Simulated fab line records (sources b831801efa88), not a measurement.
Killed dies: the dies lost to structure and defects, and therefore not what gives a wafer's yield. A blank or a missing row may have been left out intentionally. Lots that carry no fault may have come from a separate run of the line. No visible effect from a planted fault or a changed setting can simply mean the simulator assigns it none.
fab line records    flow sky130
record: lots: 6  wafers: 18  lastDay: 49
route steps=708 shown LDD_N@252 LDD_P@255 LDD_HVN@267 PAD_OPEN@708
lots that met no fault: taken from a fault-free run of the same line
startH: the number of hours between the record's first day and the start of the first shown wafer of the lot    waitH: hours elapsed since this lot's preceding step    " repeats the value in the row above    L1.1+2: several wafers, shown together as one row    - either no value or no given start    * or withheld: withheld    < > ~ a bound
route shown NAME@n: NAME is a module with steps in the file, n the number in the route of the first one    usual: the fault-free wafers' mean and standard deviation    same: alike in all rows    chamber/n: place in a boat    sites: readings site by site    _std_site: the standard deviation of these    _edge_site: the outer-site mean with the inner-site mean subtracted    radiusMm: for every site, how far away it sits from the centre of the wafer    mask NAME#n: copy n    behind: the last tool/chamber to shape the wafer    hold: reason for holding the lot/hours on hold/outcome of the hold    device: the n, p or np transistor that did not switch    end of line: the route-end tests of the same wafers    step lacking rows: just its recipe    killed: not the wafer's yield, but the dies lost to structure and defects at the first sort    map: the dies of a wafer, with x for killed, . for not killed, _ for no die there
set.NAME: setting as actually run; set.NAME@STEP: the setting as run at that earlier step    model.NAME: the simulator's own value behind a step, which no gauge read
a table for each step, a row for each wafer; lots at some steps of the route
services: the hour from which a tool's chamber was out of use, counted from the record's first day as startH (under 0 if before that day), plus the number of hours and why
== steps ==
step: SKY_LDD_N_IMPLANT_15
recipe: species: BF2  energyKev: 50  doseCm2: 5e+12  tiltDeg: 30  rotationDeg: 270
step: SKY_LDD_N_STRIP_16
recipe: chemistry: O2/N2  powerW: 1400  pressureMtorr: 1500  platenTempC: withheld  o2FlowSccm: 3000  n2FlowSccm: 300  overashFraction: 0.5
usual: drypumpMotorCurrentA: 5.18/0.26  o2FlowSccm: 2999/8.8  oesProductAu: 0.407/0.0046  stripTimeToEndpointS: 4.312/0.017
same: overashFraction: 0.5
lot.wafer  tool            chamber  startH  waitH  drypumpMotorCurrentA  o2FlowSccm  oesProductAu  rfHoursCounterH  stripTimeToEndpointS
L371.2     plasmaAsher-02  1        449.09  0.1    5.68                  3004        0.415         64               4.316
L371.3     "               1        "       "      5.69                  2997        0.414         -                4.307
L371.4     "               0        "       "      4.94                  3010        0.408         -                4.329
L375.1     plasmaAsher-02  1        484.60  0.1    5.65                  3006        0.398         68               4.310
L375.2     "               0        "       "      4.94                  3001        0.417         68               4.292
L375.4     "               1        "       "      5.66                  2999        0.406         -                4.317
L377.3     plasmaAsher-02  0        522.85  0.1    4.94                  2984        0.408         -                4.316
L377.4     "               1        "       "      5.68                  3003        0.413         -                4.326
L377.6     "               1        "       "      5.68                  2986        0.403         -                4.314
L378.1     plasmaAsher-01  1        523.16  0.1    5.02                  3011        0.408         10               4.302
L378.2     "               0        "       "      5.08                  3011        0.405         10               4.283
L378.3     "               1        "       "      5.01                  3013        0.412         -                4.283
L381.3     plasmaAsher-01  1        537.55  0.1    5.03                  3002        0.409         -                4.287
L381.4     "               0        "       "      5.07                  2999        0.407         -                4.314
L381.5     "               0        "       "      5.07                  3000        0.396         -                4.287
L386.3     plasmaAsher-01  0        575.05  0.1    5.06                  2994        0.415         -                4.317
L386.5     "               1        "       "      5.03                  2995        0.403         -                4.341
L386.6     "               0        "       "      5.09                  3007        0.405         -                4.308
step: SKY_LDD_N_TW_MEAS_17
usual: LDD_N_TW: 2583/13
lot.wafer  tool          chamber  startH  waitH  LDD_N_TW
L371.2     filmMetro-03  -        449.20  0.1    2607
L371.3     "             -        "       "      2593
L371.4     "             -        "       "      2604
L375.1     filmMetro-03  -        484.70  0.1    2590
L375.2     "             -        "       "      2599
L375.4     "             -        "       "      2586
L377.3     filmMetro-01  -        522.93  0.1    2565
L377.4     "             -        "       "      2578
L377.6     "             -        "       "      2562
L378.1     filmMetro-03  -        523.26  0.1    2576
L378.2     "             -        "       "      2587
L378.3     "             -        "       "      2575
L381.3     filmMetro-04  -        537.63  0.1    2594
L381.4     "             -        "       "      2587
L381.5     "             -        "       "      2596
L386.3     filmMetro-04  -        575.13  0.1    2588
L386.5     "             -        "       "      2595
L386.6     "             -        "       "      2599
step: SKY_LDD_P_DEHYDRATE_00
recipe: tempC: 200  timeS: 60
step: SKY_LDD_P_HMDS_01
recipe: primeTimeS: 60  primeTempC: 120
step: SKY_LDD_P_COAT_02
recipe: resist: NOVOLAK  spinRpm: 3000  resistThkNm: 1140
step: SKY_LDD_P_SOFTBAKE_03
recipe: tempC: 90  timeS: 60  resist: NOVOLAK
step: SKY_LDD_P_EXPOSE_04
recipe: maskId: PSDM  na: 0.6  sourceShape: conventional  sigmaOuter: 0.6  polarization: unpolarized  targetCdNm: 380  doseMj: 138
step: SKY_LDD_P_PEB_05
recipe: tempC: withheld  timeS: *  resist: NOVOLAK
step: SKY_LDD_P_DEVELOP_06
recipe: resist: NOVOLAK  developer: TMAH  developTimeS: 60  devTempC: 23
step: SKY_LDD_P_CD_MEAS_07
recipe: targetCdNm: 380
usual: cdNm: 380.7/2.5
lot.wafer  tool      chamber  startH  waitH  cdNm
L371.2     cdSem-01  -        479.73  0.1    379.3
L371.3     "         -        "       "      379.1
L371.4     "         -        "       "      377.5
L375.1     cdSem-02  -        514.67  0.1    383.3
L375.2     "         -        "       "      380.8
L375.4     "         -        "       "      383.0
L378.1     cdSem-02  -        552.66  0.1    382.6
L378.2     "         -        "       "      384.3
L378.3     "         -        "       "      381.4
L377.3     cdSem-01  -        552.67  0.1    379.5
L377.4     "         -        "       "      381.0
L377.6     "         -        "       "      381.4
L381.3     cdSem-02  -        567.15  0.1    381.6
L381.4     "         -        "       "      381.7
L381.5     "         -        "       "      382.2
L386.3     cdSem-02  -        604.65  0.1    378.6
L386.5     "         -        "       "      378.4
L386.6     "         -        "       "      381.5
step: SKY_LDD_P_OVL_MEAS_08
usual: LDD_P_OVL: -0.2/1.2
lot.wafer  tool        chamber  startH  waitH  LDD_P_OVL[nm]
L371.2     overlay-02  -        479.83  0.1    -1.4
L371.3     "           -        "       "      -0.3
L371.4     "           -        "       "      -1.0
L375.1     overlay-01  -        514.79  0.1    -0.9
L375.2     "           -        "       "      -0.8
L375.4     "           -        "       "      -0.3
L377.3     overlay-01  -        552.76  0.1    0.7
L377.4     "           -        "       "      0.2
L377.6     "           -        "       "      -0.9
L378.1     overlay-02  -        552.78  0.1    -2.6
L378.2     "           -        "       "      -2.5
L378.3     "           -        "       "      -0.9
L381.3     overlay-02  -        567.25  0.1    -0.3
L381.4     "           -        "       "      0.3
L381.5     "           -        "       "      0.3
L386.3     overlay-02  -        604.74  0.1    -1.0
L386.5     "           -        "       "      -0.7
L386.6     "           -        "       "      0.3
step: SKY_LDD_P_IMPLANT_09
recipe: species: BF2  energyKev: 25  doseCm2: 1e+13  tiltDeg: withheld
usual: beamEnergyKeV: 25.000/0.008  doseIonsCm2: 9.999e+12/9.5e+09  endStationPressureTorr: 5.05e-06/2.9e-07
lot.wafer  tool          chamber  startH  waitH  beamEnergyKeV  doseIonsCm2  endStationPressureTorr  model.implant.rpNm  model.implant.drpNm
L371.2     implanter-01  0        479.89  0.0    24.987         1.0009e+13   4.82e-06                21.71               11.41
L371.3     "             0        "       "      24.992         9.997e+12    5.03e-06                21.71               11.41
L371.4     "             0        "       "      25.005         1e+13        4.91e-06                21.71               11.41
L375.1     implanter-02  0        514.82  0.0    24.981         9.999e+12    4.92e-06                20.76               11.41
L375.2     "             0        "       "      25.011         9.997e+12    5.41e-06                20.76               11.41
L375.4     "             0        "       "      25.002         9.999e+12    4.61e-06                20.76               11.41
L378.1     implanter-04  0        552.81  0.0    25.009         9.994e+12    4.65e-06                21.22               11.41
L378.2     "             0        "       "      25.014         1.0007e+13   4.59e-06                21.22               11.41
L378.3     "             0        "       "      24.998         1.0021e+13   5.02e-06                21.22               11.41
L377.3     implanter-01  0        552.83  0.1    20.442         1.0008e+13   5.16e-06                17.54               9.901
L377.4     "             0        "       "      20.447         9.985e+12    4.77e-06                17.54               9.901
L377.6     "             0        "       "      20.436         1e+13        5.21e-06                17.54               9.901
L381.3     implanter-01  0        567.32  0.1    20.429         9.989e+12    4.94e-06                17.59               9.901
L381.4     "             0        "       "      20.446         9.982e+12    5e-06                   17.59               9.901
L381.5     "             0        "       "      20.443         1e+13        5.4e-06                 17.59               9.901
L386.3     implanter-04  0        604.81  0.1    24.999         9.989e+12    5.54e-06                20.53               11.41
L386.5     "             0        "       "      24.994         9.994e+12    4.96e-06                20.53               11.41
L386.6     "             0        "       "      24.994         1e+13        5.04e-06                20.53               11.41
step: SKY_LDD_P_STRIP_10
recipe: chemistry: O2/N2  powerW: 1400  pressureMtorr: 1500  platenTempC: withheld  o2FlowSccm: 3000  n2FlowSccm: 300  overashFraction: 0.5
usual: drypumpMotorCurrentA: 5.3/0.38  o2FlowSccm: 3002/8.2  oesProductAu: 0.715/0.0046  stripTimeToEndpointS: 14.18/0.035
same: overashFraction: 0.5
lot.wafer  tool            chamber  startH  waitH  drypumpMotorCurrentA  o2FlowSccm  oesProductAu  rfHoursCounterH  stripTimeToEndpointS
L371.2     plasmaAsher-01  0        480.01  0.1    5.1                   3015        0.712         5                14.19
L371.3     "               0        "       "      5.1                   3002        0.718         -                14.18
L371.4     "               1        "       "      5.0                   3006        0.716         -                14.19
L375.1     plasmaAsher-02  1        514.97  0.1    5.7                   2999        0.723         72               14.15
L375.2     "               0        "       "      4.9                   3002        0.716         72               14.18
L375.4     "               0        "       "      4.9                   2994        0.712         -                14.10
L378.1     plasmaAsher-02  0        552.96  0.1    4.9                   3000        0.717         76               14.20
L378.2     "               1        "       "      5.6                   3008        0.714         76               14.18
L378.3     "               1        "       "      5.7                   3002        0.715         -                14.20
L377.3     plasmaAsher-01  1        552.97  0.1    5.0                   3019        0.717         -                14.25
L377.4     "               0        "       "      5.1                   2996        0.717         -                14.22
L377.6     "               0        "       "      5.1                   3017        0.715         -                14.22
L381.3     plasmaAsher-02  0        567.45  0.1    4.9                   2979        0.719         -                14.17
L381.4     "               1        "       "      5.7                   3004        0.721         -                14.19
L381.5     "               1        "       "      5.7                   3021        0.720         -                14.19
L386.3     plasmaAsher-02  1        604.95  0.1    5.7                   2991        0.719         -                14.19
L386.5     "               0        "       "      4.9                   3012        0.720         -                14.17
L386.6     "               1        "       "      5.7                   2997        0.720         -                14.14
step: SKY_LDD_P_TW_MEAS_11
usual: LDD_P_TW: 635/3.6
lot.wafer  tool          chamber  startH  waitH  LDD_P_TW
L371.2     filmMetro-01  -        480.12  0.1    637
L371.3     "             -        "       "      640
L371.4     "             -        "       "      633
L375.1     filmMetro-01  -        515.07  0.1    631
L375.2     "             -        "       "      630
L375.4     "             -        "       "      635
L377.3     filmMetro-02  -        553.05  0.1    604
L377.4     "             -        "       "      604
L377.6     "             -        "       "      606
L378.1     filmMetro-01  -        553.06  0.1    633
L378.2     "             -        "       "      630
L378.3     "             -        "       "      634
L381.3     filmMetro-01  -        567.54  0.1    600
L381.4     "             -        "       "      602
L381.5     "             -        "       "      601
L386.3     filmMetro-01  -        605.03  0.1    634
L386.5     "             -        "       "      638
L386.6     "             -        "       "      635
step: SKY_LDD_HVN_DEHYDRATE_00
recipe: tempC: 200  timeS: 60
step: SKY_PAD_OPEN_PROBE_99
usual: killed_at_M0_to_M3: 44/7.3  killed_at_M4_up: 3.0/1.9  killedAtContacts: 24/5  killedAtFrontEnd: 16/4.5  killedAtOther: 0.3/0.46  killedDies: 87/10  killedOpen: 47/8.3  killedShort: 39/6.4
same: grossDies: 492  killedAtBackSide: 0
lot.wafer  tool       chamber  startH   waitH  killed_at_M0_to_M3  killed_at_M4_up  killedAtContacts  killedAtFrontEnd  killedAtOther  killedDies  killedOpen  killedShort  model.etest.tipP.rsOhmSq
L371.2     prober-02  -        1105.28  0.1    52                  1                27                19                0              99          59          40           6833
L371.3     prober-02  -        1105.33  0.2    46                  0                30                10                0              86          49          37           6838
L371.4     prober-02  -        1105.38  0.2    41                  4                25                8                 2              80          48          32           6866
L375.1     prober-02  -        1124.93  0.1    39                  3                26                14                1              83          49          34           6964
L375.2     prober-02  -        1124.98  0.1    56                  1                22                16                0              95          54          41           6897
L375.4     prober-02  -        1125.08  0.2    53                  6                29                20                0              108         63          45           6937
L377.3     prober-02  -        1151.94  0.2    46                  3                21                20                1              91          44          47           7057
L377.4     prober-02  -        1151.99  0.2    41                  3                25                16                0              85          51          34           7095
L377.6     prober-02  -        1152.09  0.2    51                  1                21                17                0              90          47          43           7046
L378.1     prober-01  -        1154.62  0.1    45                  2                24                15                0              86          55          31           6845
L378.2     prober-01  -        1154.67  0.1    38                  4                29                15                0              86          54          32           6834
L378.3     prober-01  -        1154.72  0.2    30                  3                23                11                0              67          34          33           6860
L381.3     prober-02  -        1162.85  0.2    45                  6                23                18                0              92          52          40           7290
L381.4     prober-02  -        1162.90  0.2    41                  5                23                12                0              81          43          38           7270
L381.5     prober-02  -        1162.95  0.2    43                  1                16                13                1              74          33          41           7190
L386.3     prober-01  -        1179.23  0.2    33                  6                30                11                0              80          47          33           6766
L386.5     prober-01  -        1179.33  0.2    46                  3                31                10                0              90          48          42           6813
L386.6     prober-01  -        1179.38  0.2    43                  1                27                20                0              91          53          38           6772
killed by level:class
L371.2 VIA1:geometricParticle:open=14 VIA3:geometricParticle:open=12 CONTACT:geometricParticle:open=9 LI_CONTACT:geometricParticle:open=9 FIELD_ISO:geometricParticle:short=6 POLY_GATE:geometricParticle:short=6 METAL1:geometricParticle:short=6 VIA2:geometricParticle:short=6
L371.3 VIA3:geometricParticle:open=11 CONTACT:geometricParticle:short=10 LI_CONTACT:geometricParticle:open=9 VIA1:geometricParticle:open=9 METAL2:geometricParticle:short=7 VIA2:geometricParticle:open=6 CONTACT:geometricParticle:open=6 METAL1:geometricParticle:short=4
L371.4 VIA1:geometricParticle:open=9 VIA2:geometricParticle:open=9 CONTACT:geometricParticle:open=9 LI_CONTACT:geometricParticle:open=8 VIA3:geometricParticle:open=6 CONTACT:geometricParticle:short=5 METAL1:geometricParticle:short=5 METAL2:geometricParticle:short=5
L375.1 VIA1:geometricParticle:open=11 CONTACT:geometricParticle:open=8 LI_CONTACT:geometricParticle:open=7 VIA3:geometricParticle:open=6 LI_CONTACT:geometricParticle:short=5 VIA1:geometricParticle:short=5 METAL1:geometricParticle:short=4 VIA2:geometricParticle:open=4
L375.2 CONTACT:geometricParticle:open=11 VIA1:geometricParticle:open=11 LI_CONTACT:geometricParticle:open=9 VIA1:geometricParticle:short=8 VIA3:geometricParticle:open=8 VIA2:geometricParticle:open=7 POLY_GATE:geometricParticle:short=6 METAL2:geometricParticle:short=6
L375.4 VIA1:geometricParticle:open=15 CONTACT:geometricParticle:open=13 METAL2:geometricParticle:short=10 LI_CONTACT:geometricParticle:open=8 VIA3:geometricParticle:open=7 VIA2:geometricParticle:open=7 POLY_GATE:geometricParticle:short=5 LOCAL_INTERCONNECT:geometricParticle:short=4
L377.3 VIA1:geometricParticle:open=11 FIELD_ISO:geometricParticle:short=7 LI_CONTACT:geometricParticle:open=7 METAL1:geometricParticle:short=7 VIA1:geometricParticle:short=7 CONTACT:geometricParticle:open=5 FIELD_ISO:geometricParticle:open=4 METAL2:geometricParticle:short=4
L377.4 CONTACT:geometricParticle:open=10 VIA1:geometricParticle:open=9 LI_CONTACT:geometricParticle:open=8 VIA1:geometricParticle:short=6 VIA3:geometricParticle:open=6 FIELD_ISO:geometricParticle:open=4 POLY_GATE:geometricParticle:short=4 POLY_GATE:geometricParticle:open=4
L377.6 VIA1:geometricParticle:open=10 VIA3:geometricParticle:open=7 CONTACT:geometricParticle:open=7 VIA2:geometricParticle:open=7 VIA2:geometricParticle:short=7 LOCAL_INTERCONNECT:geometricParticle:short=6 METAL1:geometricParticle:short=6 FIELD_ISO:geometricParticle:open=5
L378.1 CONTACT:geometricParticle:open=14 VIA3:geometricParticle:open=10 LI_CONTACT:geometricParticle:open=6 VIA3:geometricParticle:short=6 FIELD_ISO:geometricParticle:open=5 VIA2:geometricParticle:open=5 VIA2:geometricParticle:short=4 METAL1:geometricParticle:short=4
L378.2 CONTACT:geometricParticle:open=11 LI_CONTACT:geometricParticle:open=10 VIA1:geometricParticle:open=7 METAL2:geometricParticle:short=6 VIA1:geometricParticle:short=5 POLY_GATE:geometricParticle:open=4 METAL1:geometricParticle:short=4 VIA2:geometricParticle:open=4
L378.3 CONTACT:geometricParticle:open=7 METAL1:geometricParticle:short=7 CONTACT:geometricParticle:short=6 VIA1:geometricParticle:open=6 LI_CONTACT:geometricParticle:open=4 POLY_GATE:geometricParticle:open=3 POLY_GATE:geometricParticle:short=3 LI_CONTACT:geometricParticle:short=3
L381.3 VIA1:geometricParticle:open=12 CONTACT:geometricParticle:open=9 VIA3:geometricParticle:open=7 FIELD_ISO:geometricParticle:open=6 VIA2:geometricParticle:open=6 METAL2:geometricParticle:short=6 LI_CONTACT:geometricParticle:open=5 FIELD_ISO:geometricParticle:short=4
L381.4 METAL1:geometricParticle:short=10 CONTACT:geometricParticle:open=9 VIA3:geometricParticle:open=8 VIA1:geometricParticle:open=6 LI_CONTACT:geometricParticle:open=6 FIELD_ISO:geometricParticle:open=5 METAL4:geometricParticle:short=4 VIA2:geometricParticle:short=4
L381.5 VIA1:geometricParticle:open=10 METAL1:geometricParticle:short=8 LI_CONTACT:geometricParticle:open=7 FIELD_ISO:geometricParticle:short=4 FIELD_ISO:geometricParticle:open=4 LI_CONTACT:geometricParticle:short=4 VIA2:geometricParticle:open=4 VIA3:geometricParticle:short=4
L386.3 CONTACT:geometricParticle:open=16 VIA2:geometricParticle:open=9 VIA1:geometricParticle:open=8 VIA3:geometricParticle:open=6 LOCAL_INTERCONNECT:geometricParticle:short=5 FIELD_ISO:geometricParticle:short=4 METAL4:geometricParticle:short=4 POLY_GATE:geometricParticle:short=4
L386.5 VIA1:geometricParticle:open=17 CONTACT:geometricParticle:open=11 METAL2:geometricParticle:short=8 LOCAL_INTERCONNECT:geometricParticle:short=7 LI_CONTACT:geometricParticle:open=5 VIA3:geometricParticle:open=5 LI_CONTACT:geometricParticle:short=4 CONTACT:geometricParticle:short=4
L386.6 CONTACT:geometricParticle:open=13 VIA1:geometricParticle:open=13 VIA1:geometricParticle:short=8 LI_CONTACT:geometricParticle:open=7 POLY_GATE:geometricParticle:open=6 FIELD_ISO:geometricParticle:short=5 METAL2:geometricParticle:short=4 LOCAL_INTERCONNECT:geometricParticle:short=4
== services ==
tool            chamber  startH  hours  kind
plasmaAsher-01  0        430.25  -      clean
plasmaAsher-01  1        430.25  -      clean
plasmaAsher-01  -        436.25  4.5    repair
implanter-01    -        441.96  3.6    pm
implanter-01    -        450.85  1.9    repair
plasmaAsher-01  -        481.38  2.2    repair
implanter-02    -        483.23  3.7    repair
implanter-02    -        486.43  0.5    repair
plasmaAsher-02  -        497.82  1.4    repair
implanter-04    -        522.90  3.7    pm
== key ==
firstSign: step: SKY_LDD_P_IMPLANT_09  reading: beamEnergyKeV  direction: down  sigmas: 99+  usual: *  struck: *
effect: step: SKY_LDD_P_TW_MEAS_11  reading: LDD_P_TW  direction: down  sigmas: 8.8  usual: 635  struck: 603
modelEffect: step: SKY_LDD_P_IMPLANT_09  value: implant.rpNm  without: 20.61  struck: 17.57
modelEffect: step: SKY_PAD_OPEN_PROBE_99  value: etest.tipP.rsOhmSq  without: 6971  struck: 7158
metAt SKY_LDD_P_IMPLANT_09
struckWafers L377.3,L377.4,L377.6,L381.3,L381.4,L381.5
testerLeftOut L377,L381
onsetBetween 479.89 552.83
fault: kind: processParameterDrift  tool: implanter-01  chamber: -  onsetH: 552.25  steps: SKY_LDD_P_IMPLANT_09  channel: energyKev  offset: *  shape: step  endH: 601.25  actsIn: *  stated: *
testerLeftOut: of these lots the tester's yield and bins aren't shown, on N5 and GAA mostly nor the transistor test; their killed dies are dies lost to structure and defects alone, not to doping, threshold or leakage, so they don't give the yield
